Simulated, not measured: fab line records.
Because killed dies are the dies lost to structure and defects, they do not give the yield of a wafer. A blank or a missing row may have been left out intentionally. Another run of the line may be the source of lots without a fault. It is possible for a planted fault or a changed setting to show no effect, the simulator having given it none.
fab line records | flow sky130
record: lots: 6 | wafers: 18 | lastDay: 50
route steps=708 shown SONOS_TUNNEL@165 SONOS_ONO@168 PAD_OPEN@708
lots with no fault: from the same line, run without faults
startH: hours from the record's first day to the start of the lot's first wafer shown | waitH: hours elapsed since this lot's preceding step | " same as the row above | L1.1+2: one row covering several wafers at once | - no value, or no start given | * or withheld: withheld | < > ~ a bound
route shown NAME@n: names a module that has steps shown in the file, with the first one's number in the route | usual: average and standard deviation across the fault-free wafers | same: alike in all rows | chamber/n: place in a boat | sites: each site's reading | _std_site: standard deviation of those values | _edge_site: outer sites' mean less inner sites' | radiusMm: for every site, how far away it sits from the centre of the wafer | mask NAME#n: copy n | behind: the last tool/chamber to shape the wafer | hold: reason for holding the lot/hours on hold/outcome of the hold | device: whichever transistor did not switch (one of n, p or np) | end of line: the route-end tests of the same wafers | a step with no rows: only its recipe | killed: at the first sort, the dies lost to defects and structure; wafer yield is something else | map: shows each die of a wafer: x if killed, . if not, _ if none is there
set.NAME: setting as actually run; set.NAME@STEP: the setting as run at that earlier step | model.NAME: the simulator's own value behind a step, which no gauge read
lots seen at some steps along the route; tables by step, rows by wafer
services: the hour from which a tool's chamber was out of use, counted from the record's first day as startH (under 0 if before that day), plus the number of hours and why
== steps ==
step: SKY_SONOS_TUNNEL_STRIP_11
recipe: chemistry: SPM | timeS: 600 | tempC: 130
step: SKY_SONOS_TUNNEL_TW_MEAS_12
usual: SONOS_TUNNEL_TW: 198.5/2.1
lot.wafer | tool         | chamber | startH | waitH | SONOS_TUNNEL_TW
L557.4    | filmMetro-04 | -       | 329.48 | 0.0   | 195.7
L557.5    | "            | -       | "      | "     | 196.3
L557.6    | "            | -       | "      | "     | 196.4
L558.1    | filmMetro-03 | -       | 343.63 | 0.0   | 197.0
L558.3    | "            | -       | "      | "     | 198.1
L558.5    | "            | -       | "      | "     | 197.6
L560.2    | filmMetro-04 | -       | 357.88 | 0.0   | 197.9
L560.4    | "            | -       | "      | "     | 195.4
L560.5    | "            | -       | "      | "     | 195.0
L561.1    | filmMetro-04 | -       | 366.64 | 0.0   | 196.7
L561.4    | "            | -       | "      | "     | 197.6
L561.6    | "            | -       | "      | "     | 196.1
L566.4    | filmMetro-03 | -       | 419.99 | 0.0   | 197.8
L566.5    | "            | -       | "      | "     | 197.5
L566.6    | "            | -       | "      | "     | 198.2
L567.2    | filmMetro-03 | -       | 445.19 | 0.0   | 197.0
L567.4    | "            | -       | "      | "     | 197.7
L567.5    | "            | -       | "      | "     | 197.8
step: SKY_SONOS_TUNNEL_CLEAN_13
recipe: chemistry: dHF | timeS: 20 | dilution: 100:1 | dry: ipaMarangoni
step: SKY_SONOS_ONO_OXIDATION_00
recipe: tempC: 800 | ambient: O2 | idleTempC: 700 | rampUpCPerMin: 10 | rampDownCPerMin: 3 | stabiliseS: 600 | purgeS: 300 | targetThkA: 26 | oxTimeS: 1249
step: SKY_SONOS_ONO_THK_MEAS_01
recipe: reads: SiO2_of_SONOS_ONO_OXIDATION_00
usual: SONOS_ONO_OXIDATION_THK: 2.59/0.06
lot.wafer | tool         | chamber | startH | waitH | SONOS_ONO_OXIDATION_THK[nm]
L557.4    | filmMetro-03 | -       | 330.90 | 0.0   | 2.57
L557.5    | "            | -       | "      | "     | 2.54
L557.6    | "            | -       | "      | "     | 2.58
L558.1    | filmMetro-01 | -       | 345.57 | 0.0   | 2.74
L558.3    | "            | -       | "      | "     | 2.59
L558.5    | "            | -       | "      | "     | 2.60
L560.2    | filmMetro-01 | -       | 359.52 | 0.0   | 2.60
L560.4    | "            | -       | "      | "     | 2.60
L560.5    | "            | -       | "      | "     | 2.60
L561.1    | filmMetro-03 | -       | 368.06 | 0.0   | 2.53
L561.4    | "            | -       | "      | "     | 2.56
L561.6    | "            | -       | "      | "     | 2.55
L566.4    | filmMetro-02 | -       | 421.83 | 0.0   | 2.59
L566.5    | "            | -       | "      | "     | 2.62
L566.6    | "            | -       | "      | "     | 2.60
L567.2    | filmMetro-03 | -       | 446.61 | 0.0   | 2.60
L567.4    | "            | -       | "      | "     | 2.55
L567.5    | "            | -       | "      | "     | 2.42
step: SKY_SONOS_ONO_CVD_02
recipe: material: Si3N4 | precursor: DCS/NH3 | targetThkNm: 10.5 | tempC: 770 | timeS: 180 | pressureMtorr: 250
step: SKY_SONOS_ONO_THK_MEAS_03
recipe: reads: Si3N4_of_SONOS_ONO_CVD_02
usual: SONOS_ONO_CVD_02_THK: 10.47/0.14
lot.wafer | tool         | chamber | startH | waitH | SONOS_ONO_CVD_02_THK[nm]
L557.4    | filmMetro-01 | -       | 332.01 | 0.0   | 10.62
L557.5    | "            | -       | "      | "     | 10.59
L557.6    | "            | -       | "      | "     | 10.46
L558.1    | filmMetro-02 | -       | 347.21 | 0.0   | 10.52
L558.3    | "            | -       | "      | "     | 10.42
L558.5    | "            | -       | "      | "     | 10.52
L560.2    | filmMetro-03 | -       | 360.63 | 0.0   | 10.25
L560.4    | "            | -       | "      | "     | 10.25
L560.5    | "            | -       | "      | "     | 10.16
L561.1    | filmMetro-01 | -       | 370.76 | 0.0   | 10.30
L561.4    | "            | -       | "      | "     | 10.47
L561.6    | "            | -       | "      | "     | 10.47
L566.4    | filmMetro-02 | -       | 422.94 | 0.0   | 10.56
L566.5    | "            | -       | "      | "     | 10.51
L566.6    | "            | -       | "      | "     | 10.50
L567.2    | filmMetro-01 | -       | 447.72 | 0.0   | 10.47
L567.4    | "            | -       | "      | "     | 10.46
L567.5    | "            | -       | "      | "     | 10.55
step: SKY_SONOS_ONO_CVD_04
recipe: material: SiO2 | precursor: SiH4/N2O | targetThkNm: 5.7199 | tempC: 900 | pressureMtorr: 400
step: SKY_SONOS_ONO_THK_MEAS_05
recipe: reads: SiO2_of_SONOS_ONO_CVD_04
usual: SONOS_ONO_CVD_04_THK: 5.72/0.1
lot.wafer | tool         | chamber | startH | waitH | SONOS_ONO_CVD_04_THK[nm]
L557.4    | filmMetro-02 | -       | 333.32 | 0.0   | 5.65
L557.5    | "            | -       | "      | "     | 5.71
L557.6    | "            | -       | "      | "     | 5.71
L558.1    | filmMetro-02 | -       | 348.52 | 0.0   | 5.83
L558.3    | "            | -       | "      | "     | 5.86
L558.5    | "            | -       | "      | "     | 5.84
L560.2    | filmMetro-01 | -       | 361.94 | 0.0   | 5.69
L560.4    | "            | -       | "      | "     | 5.68
L560.5    | "            | -       | "      | "     | 5.74
L561.1    | filmMetro-01 | -       | 372.07 | 0.0   | 5.61
L561.4    | "            | -       | "      | "     | 5.56
L561.6    | "            | -       | "      | "     | 5.67
L566.4    | filmMetro-03 | -       | 424.25 | 0.0   | 5.68
L566.5    | "            | -       | "      | "     | 5.73
L566.6    | "            | -       | "      | "     | 5.73
L567.2    | filmMetro-03 | -       | 449.03 | 0.0   | 5.75
L567.4    | "            | -       | "      | "     | 5.77
L567.5    | "            | -       | "      | "     | 5.84
step: SKY_SONOS_ONO_DEHYDRATE_06
recipe: tempC: 200 | timeS: 60
step: SKY_SONOS_ONO_HMDS_07
recipe: primeTimeS: 60 | primeTempC: 120
step: SKY_SONOS_ONO_COAT_08
recipe: resist: NOVOLAK | spinRpm: 3000 | resistThkNm: 1140
step: SKY_SONOS_ONO_SOFTBAKE_09
recipe: tempC: 90 | timeS: 60 | resist: NOVOLAK
usual: heaterPowerTotalW: 56.59/0.038 | plateTempC: 90.03/0.11
same: timeS: 60
lot.wafer | tool          | chamber | startH | waitH | heaterPowerTotalW | plateTempC | model.NOVOLAK_of_SONOS_ONO_COAT_08.thkNm
L557.4    | lithoTrack-02 | 0       | 347.10 | 0.1   | 59.99             | 93.68      | 1126
L557.5    | "             | 0       | "      | "     | 59.96             | 93.66      | 1132
L557.6    | "             | 0       | "      | "     | 59.97             | 93.64      | 1128
L558.1    | lithoTrack-02 | 0       | 361.57 | 0.1   | 59.99             | 93.89      | 1131
L558.3    | "             | 0       | "      | "     | 60.05             | 93.89      | 1133
L558.5    | "             | 0       | "      | "     | 60.03             | 93.71      | 1134
L560.2    | lithoTrack-04 | 0       | 375.78 | 0.1   | 56.59             | 90.26      | 1143
L560.4    | "             | 0       | "      | "     | 56.60             | 90.17      | 1145
L560.5    | "             | 0       | "      | "     | 56.56             | 90.19      | 1145
L561.1    | lithoTrack-04 | 0       | 385.91 | 0.1   | 56.62             | 90.08      | 1140
L561.4    | "             | 0       | "      | "     | 56.60             | 90.12      | 1139
L561.6    | "             | 0       | "      | "     | 56.55             | 90.13      | 1139
L566.4    | lithoTrack-02 | 0       | 439.25 | 0.1   | 56.67             | 90.09      | 1132
L566.5    | "             | 0       | "      | "     | 56.60             | 90.26      | 1134
L566.6    | "             | 0       | "      | "     | 56.63             | 90.06      | 1131
L567.2    | lithoTrack-03 | 0       | 464.14 | 0.1   | 56.60             | 89.97      | 1139
L567.4    | "             | 0       | "      | "     | 56.54             | 89.93      | 1137
L567.5    | "             | 0       | "      | "     | 56.53             | 90.00      | 1144
step: SKY_SONOS_ONO_EXPOSE_10
recipe: maskId: ONOM | targetCdNm: 410 | na: 0.6 | sourceShape: conventional | sigmaOuter: 0.6 | doseMj: 150
step: SKY_SONOS_ONO_PEB_11
recipe: tempC: withheld | timeS: * | resist: NOVOLAK
step: SKY_SONOS_ONO_DEVELOP_12
recipe: developTimeS: 60 | devTempC: 21.95
step: SKY_SONOS_ONO_CD_MEAS_13
recipe: targetCdNm: 410
usual: cdNm: 409.8/2.3
lot.wafer | tool     | chamber | startH | waitH | cdNm
L557.4    | cdSem-02 | -       | 360.47 | 0.1   | 411.3
L557.5    | "        | -       | "      | "     | 409.4
L557.6    | "        | -       | "      | "     | 412.3
L558.1    | cdSem-01 | -       | 375.41 | 0.1   | 408.4
L558.3    | "        | -       | "      | "     | 409.5
L558.5    | "        | -       | "      | "     | 408.3
L560.2    | cdSem-01 | -       | 390.33 | 0.1   | 407.5
L560.4    | "        | -       | "      | "     | 408.4
L560.5    | "        | -       | "      | "     | 409.6
L561.1    | cdSem-02 | -       | 400.41 | 0.1   | 413.4
L561.4    | "        | -       | "      | "     | 411.6
L561.6    | "        | -       | "      | "     | 414.2
L566.4    | cdSem-02 | -       | 455.28 | 0.1   | 406.4
L566.5    | "        | -       | "      | "     | 408.6
L566.6    | "        | -       | "      | "     | 406.3
L567.2    | cdSem-02 | -       | 479.33 | 0.1   | 408.8
L567.4    | "        | -       | "      | "     | 406.8
L567.5    | "        | -       | "      | "     | 409.4
step: SKY_SONOS_ONO_OVL_MEAS_14
usual: SONOS_ONO_OVL: 0.2/1.4
lot.wafer | tool       | chamber | startH | waitH | SONOS_ONO_OVL[nm]
L557.4    | overlay-01 | -       | 360.55 | 0.1   | -1.4
L557.5    | "          | -       | "      | "     | -1.3
L557.6    | "          | -       | "      | "     | 0.0
L558.1    | overlay-02 | -       | 375.53 | 0.1   | 1.1
L558.3    | "          | -       | "      | "     | 0.8
L558.5    | "          | -       | "      | "     | 1.4
L560.2    | overlay-01 | -       | 390.44 | 0.1   | 1.1
L560.4    | "          | -       | "      | "     | 1.3
L560.5    | "          | -       | "      | "     | 1.8
L561.1    | overlay-02 | -       | 400.53 | 0.1   | 1.8
L561.4    | "          | -       | "      | "     | 0.0
L561.6    | "          | -       | "      | "     | 0.1
L566.4    | overlay-02 | -       | 455.36 | 0.1   | 1.7
L566.5    | "          | -       | "      | "     | 0.7
L566.6    | "          | -       | "      | "     | 0.9
L567.2    | overlay-01 | -       | 479.43 | 0.1   | 2.0
L567.4    | "          | -       | "      | "     | 1.7
L567.5    | "          | -       | "      | "     | 0.1
step: SKY_SONOS_ONO_ETCH_15
recipe: targetDepthNm: 19.52 | chemistry: CHF3/O2 | sourceW: 600 | biasW: 200 | pressureMtorr: 40 | chf3FlowSccm: 50 | O2_flow_sccm: 5 | timeS: 7.8
usual: drypumpMotorCurrentA: 5.7/0.47 | oesProductAu: 0.997/0.0088 | throttleValvePct: 8.824/0.0099
same: timeS: 7.8
lot.wafer | tool       | chamber | startH | waitH | drypumpMotorCurrentA | oesProductAu | rfHoursCounterH | throttleValvePct | model.NOVOLAK_of_SONOS_ONO_COAT_08.thkNm
L557.4    | rieDiel-04 | 3       | 360.57 | 0.0   | 6.6                  | 0.992        | 36              | 8.816            | 1109
L557.5    | "          | 3       | "      | "     | 6.6                  | 1.002        | -               | 8.844            | 1115
L557.6    | "          | 0       | "      | "     | 5.4                  | 0.990        | -               | 8.807            | 1112
L558.1    | rieDiel-04 | 2       | 375.57 | 0.0   | 5.6                  | 1.015        | 104             | 8.832            | 1114
L558.3    | "          | 1       | "      | "     | 6.0                  | 1.012        | 6               | 8.825            | 1116
L558.5    | "          | 2       | "      | "     | 5.6                  | 1.019        | -               | 8.825            | 1117
L560.2    | rieDiel-02 | 0       | 390.47 | 0.0   | 5.9                  | 0.989        | 40              | 8.795            | 1127
L560.4    | "          | 2       | "      | "     | 5.7                  | 0.981        | 85              | 8.812            | 1128
L560.5    | "          | 2       | "      | "     | 5.7                  | 0.999        | -               | 8.840            | 1128
L561.1    | rieDiel-01 | 1       | 400.57 | 0.0   | 5.2                  | 0.992        | 34              | 8.821            | 1124
L561.4    | "          | 2       | "      | "     | 4.7                  | 0.985        | 15              | 8.808            | 1123
L561.6    | "          | 1       | "      | "     | 5.2                  | 1.002        | -               | 8.844            | 1123
L566.4    | rieDiel-02 | 2       | 455.39 | 0.0   | 5.7                  | 0.987        | -               | 8.809            | 1116
L566.5    | "          | 1       | "      | "     | 5.9                  | 0.989        | -               | 8.820            | 1118
L566.6    | "          | 0       | "      | "     | 5.9                  | 0.979        | -               | 8.814            | 1115
L567.2    | rieDiel-01 | 2       | 479.46 | 0.0   | 4.7                  | 0.986        | 17              | 8.820            | 1123
L567.4    | "          | 0       | "      | "     | 6.3                  | 1.007        | 5               | 8.824            | 1120
L567.5    | "          | 2       | "      | "     | 4.7                  | 0.993        | -               | 8.813            | 1128
step: SKY_SONOS_ONO_WET_ETCH_16
recipe: chemistry: dHF | targetDepthNm: 14 | dry: n2Spin | target: SiO2 | dilution: 100:1 | tempC: 25 | timeS: 280
step: SKY_PAD_OPEN_PROBE_99
usual: killed_at_M0_to_M3: 44/6.8 | killed_at_M4_up: 2.9/1.9 | killedAtContacts: 24/5.2 | killedAtFrontEnd: 16/4.1 | killedAtOther: 0.4/0.74 | killedDies: 88/9.1 | killedOpen: 48/7.2 | killedShort: 39/5.6
same: grossDies: 492 | killedAtBackSide: 0
lot.wafer | tool      | chamber | startH  | waitH | killed_at_M0_to_M3 | killed_at_M4_up | killedAtContacts | killedAtFrontEnd | killedAtOther | killedDies | killedOpen | killedShort
L557.4    | prober-01 | -       | 1133.43 | 0.2   | 42                 | 4               | 22               | 12               | 0             | 80         | 51         | 29
L557.5    | prober-01 | -       | 1133.48 | 0.2   | 45                 | 4               | 22               | 9                | 0             | 80         | 37         | 43
L557.6    | prober-01 | -       | 1133.53 | 0.2   | 38                 | 8               | 29               | 10               | 2             | 87         | 47         | 40
L558.1    | prober-02 | -       | 1143.34 | 0.1   | 56                 | 4               | 20               | 21               | 0             | 101        | 48         | 52
L558.3    | prober-02 | -       | 1143.44 | 0.2   | 46                 | 3               | 35               | 18               | 1             | 103        | 54         | 47
L558.5    | prober-02 | -       | 1143.54 | 0.2   | 56                 | 1               | 24               | 13               | 1             | 95         | 50         | 45
L560.2    | prober-02 | -       | 1153.39 | 0.1   | 37                 | 1               | 33               | 20               | 0             | 91         | 53         | 37
L560.4    | prober-02 | -       | 1153.49 | 0.2   | 43                 | 0               | 20               | 17               | 0             | 80         | 55         | 25
L560.5    | prober-02 | -       | 1153.54 | 0.2   | 43                 | 3               | 29               | 10               | 0             | 85         | 47         | 38
L561.1    | prober-01 | -       | 1157.89 | 0.1   | 53                 | 0               | 33               | 14               | 1             | 101        | 53         | 48
L561.4    | prober-01 | -       | 1158.04 | 0.2   | 43                 | 2               | 15               | 17               | 3             | 80         | 50         | 28
L561.6    | prober-01 | -       | 1158.14 | 0.2   | 48                 | 5               | 26               | 14               | 0             | 93         | 48         | 45
L566.4    | prober-02 | -       | 1190.13 | 0.2   | 45                 | 2               | 19               | 16               | 0             | 82         | 45         | 37
L566.5    | prober-02 | -       | 1190.18 | 0.2   | 52                 | 4               | 28               | 16               | 0             | 100        | 55         | 45
L566.6    | prober-02 | -       | 1190.23 | 0.2   | 45                 | 3               | 22               | 20               | 0             | 90         | 43         | 47
L567.2    | prober-01 | -       | 1199.98 | 0.1   | 50                 | 1               | 18               | 17               | 0             | 86         | 41         | 45
L567.4    | prober-01 | -       | 1200.08 | 0.2   | 40                 | 1               | 24               | 15               | 0             | 80         | 47         | 33
L567.5    | prober-01 | -       | 1200.13 | 0.2   | 50                 | 2               | 26               | 25               | 2             | 105        | 54         | 51
killed by level:class
L557.4 VIA3:geometricParticle:open=12 CONTACT:geometricParticle:open=10 VIA1:geometricParticle:open=7 VIA2:geometricParticle:open=5 LI_CONTACT:geometricParticle:open=4 METAL2:geometricParticle:short=4 FIELD_ISO:geometricParticle:open=3 FIELD_ISO:geometricParticle:short=3
L557.5 CONTACT:geometricParticle:open=8 VIA2:geometricParticle:open=7 CONTACT:geometricParticle:short=6 METAL2:geometricParticle:short=6 VIA3:geometricParticle:open=6 VIA1:geometricParticle:short=5 VIA3:geometricParticle:short=5 METAL1:geometricParticle:short=4
L557.6 CONTACT:geometricParticle:open=15 LI_CONTACT:geometricParticle:open=7 METAL2:geometricParticle:short=7 FIELD_ISO:geometricParticle:open=5 VIA2:geometricParticle:short=5 METAL4:geometricParticle:short=5 METAL1:geometricParticle:short=4 VIA1:geometricParticle:short=4
L558.1 VIA3:geometricParticle:open=11 VIA2:geometricParticle:open=8 VIA1:geometricParticle:open=8 VIA1:geometricParticle:short=8 FIELD_ISO:geometricParticle:short=7 LI_CONTACT:geometricParticle:open=7 LOCAL_INTERCONNECT:geometricParticle:short=6 POLY_GATE:geometricParticle:short=5
L558.3 LI_CONTACT:geometricParticle:open=11 CONTACT:geometricParticle:open=11 VIA1:geometricParticle:open=10 VIA1:geometricParticle:short=8 METAL2:geometricParticle:short=8 FIELD_ISO:geometricParticle:short=6 LOCAL_INTERCONNECT:geometricParticle:short=6 VIA2:geometricParticle:open=5
L558.5 VIA1:geometricParticle:open=11 CONTACT:geometricParticle:short=10 VIA3:geometricParticle:open=10 VIA2:geometricParticle:open=9 FIELD_ISO:geometricParticle:short=6 CONTACT:geometricParticle:open=6 VIA1:geometricParticle:short=6 METAL2:geometricParticle:short=5
L560.2 CONTACT:geometricParticle:open=14 LI_CONTACT:geometricParticle:open=9 FIELD_ISO:geometricParticle:open=8 VIA1:geometricParticle:open=7 METAL1:geometricParticle:short=6 METAL3:geometricParticle:short=5 VIA3:geometricParticle:open=4 LOCAL_INTERCONNECT:geometricParticle:short=4
L560.4 VIA1:geometricParticle:open=18 CONTACT:geometricParticle:open=12 VIA3:geometricParticle:open=9 FIELD_ISO:geometricParticle:open=4 POLY_GATE:geometricParticle:open=4 POLY_GATE:geometricParticle:short=4 METAL1:geometricParticle:short=4 VIA1:geometricParticle:short=4
L560.5 VIA3:geometricParticle:open=12 VIA1:geometricParticle:open=12 CONTACT:geometricParticle:open=8 LI_CONTACT:geometricParticle:open=6 LOCAL_INTERCONNECT:geometricParticle:short=6 METAL1:geometricParticle:short=6 POLY_GATE:geometricParticle:short=5 LI_CONTACT:geometricParticle:short=5
L561.1 VIA1:geometricParticle:open=13 CONTACT:geometricParticle:open=11 METAL1:geometricParticle:short=10 POLY_GATE:geometricParticle:open=7 METAL2:geometricParticle:short=7 VIA2:geometricParticle:short=6 VIA2:geometricParticle:open=6 LOCAL_INTERCONNECT:geometricParticle:short=6
L561.4 VIA2:geometricParticle:open=12 VIA1:geometricParticle:open=8 FIELD_ISO:geometricParticle:short=5 FIELD_ISO:geometricParticle:open=5 VIA2:geometricParticle:short=5 LI_CONTACT:geometricParticle:open=5 CONTACT:geometricParticle:open=5 METAL1:geometricParticle:short=5
L561.6 VIA1:geometricParticle:open=10 METAL1:geometricParticle:short=9 CONTACT:geometricParticle:open=8 VIA3:geometricParticle:open=8 POLY_GATE:geometricParticle:open=6 CONTACT:geometricParticle:short=6 LI_CONTACT:geometricParticle:open=5 FIELD_ISO:geometricParticle:open=4
L566.4 VIA1:geometricParticle:open=12 METAL1:geometricParticle:short=10 LI_CONTACT:geometricParticle:open=6 VIA2:geometricParticle:open=5 POLY_GATE:geometricParticle:open=4 CONTACT:geometricParticle:short=4 CONTACT:geometricParticle:open=4 VIA3:geometricParticle:open=4
L566.5 VIA1:geometricParticle:open=17 LI_CONTACT:geometricParticle:open=14 METAL1:geometricParticle:short=7 CONTACT:geometricParticle:open=6 METAL3:geometricParticle:short=5 VIA2:geometricParticle:open=5 POLY_GATE:geometricParticle:short=5 CONTACT:geometricParticle:short=5
L566.6 LI_CONTACT:geometricParticle:open=8 METAL1:geometricParticle:short=8 POLY_GATE:geometricParticle:short=7 CONTACT:geometricParticle:short=7 VIA3:geometricParticle:open=7 VIA2:geometricParticle:open=7 VIA1:geometricParticle:open=6 POLY_GATE:geometricParticle:open=5
L567.2 CONTACT:geometricParticle:open=8 VIA2:geometricParticle:open=8 VIA3:geometricParticle:short=7 VIA3:geometricParticle:open=7 VIA1:geometricParticle:open=6 POLY_GATE:geometricParticle:short=5 METAL3:geometricParticle:short=5 METAL2:geometricParticle:short=4
L567.4 VIA2:geometricParticle:open=10 CONTACT:geometricParticle:open=9 LI_CONTACT:geometricParticle:open=7 VIA1:geometricParticle:open=7 VIA3:geometricParticle:open=6 CONTACT:geometricParticle:short=5 METAL1:geometricParticle:short=5 VIA1:geometricParticle:short=4
L567.5 LI_CONTACT:geometricParticle:open=10 VIA1:geometricParticle:open=10 FIELD_ISO:geometricParticle:open=8 VIA2:geometricParticle:open=7 METAL2:geometricParticle:short=7 FIELD_ISO:geometricParticle:short=6 VIA3:geometricParticle:open=6 CONTACT:geometricParticle:short=5
== services ==
tool          | chamber | startH | hours | kind
lithoTrack-04 | -       | 335.34 | -     | consumableReplace:filter
rieDiel-02    | 0       | 350.47 | 1.4   | repair
rieDiel-04    | -       | 365.79 | 3.3   | repair
rieDiel-01    | -       | 370.17 | 1.1   | repair
rieDiel-04    | 3       | 370.94 | 22.1  | repair
lithoTrack-02 | -       | 387.68 | -     | consumableReplace:filter
rieDiel-04    | 0       | 393.08 | -     | clean
rieDiel-04    | 0       | 393.08 | 21.3  | scheduledDown
rieDiel-04    | 0       | 393.08 | 21.3  | ventCycle
rieDiel-01    | 3       | 413.34 | 5.1   | repair
rieDiel-04    | 2       | 414.40 | -     | clean
rieDiel-04    | 2       | 414.40 | 13.5  | scheduledDown
rieDiel-04    | 2       | 414.40 | 13.5  | ventCycle
rieDiel-02    | 3       | 446.22 | -     | clean
rieDiel-02    | 3       | 446.22 | 22.2  | scheduledDown
rieDiel-02    | 3       | 446.22 | 22.2  | ventCycle
rieDiel-04    | 2       | 449.52 | 5.6   | repair
rieDiel-04    | -       | 453.86 | 2.8   | pm
== key ==
firstSign: step: SKY_SONOS_ONO_SOFTBAKE_09 | reading: heaterPowerTotalW | direction: up | sigmas: 90 | usual: * | struck: *
effect: step: SKY_SONOS_ONO_SOFTBAKE_09 | reading: plateTempC | direction: up | sigmas: 33 | usual: * | struck: *
modelEffect: step: SKY_SONOS_ONO_SOFTBAKE_09 | value: NOVOLAK_of_SONOS_ONO_COAT_08.thkNm | without: 1142 | struck: 1131
modelEffect: step: SKY_SONOS_ONO_ETCH_15 | value: NOVOLAK_of_SONOS_ONO_COAT_08.thkNm | without: 1126 | struck: 1114
metAt SKY_SONOS_ONO_SOFTBAKE_09
struckWafers L557.4,L557.5,L557.6,L558.1,L558.3,L558.5
testerLeftOut L557,L558
loopTrim: step: SKY_SONOS_ONO_EXPOSE_10 | setting: dose | lots: L558
fault: kind: processParameterDrift | tool: lithoTrack-02 | chamber: - | onsetH: 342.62 | steps: SKY_SONOS_ONO_SOFTBAKE_09 | channel: tempC | offset: * | shape: step | endH: 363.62 | actsIn: * | stated: *
testerLeftOut: of these lots the tester's yield and bins aren't shown, on N5 and GAA mostly nor the transistor test; their killed dies are dies lost to structure and defects alone, not to doping, threshold or leakage, so they don't give the yield
loopTrim: a control loop set the setting to another value than it would have without faults
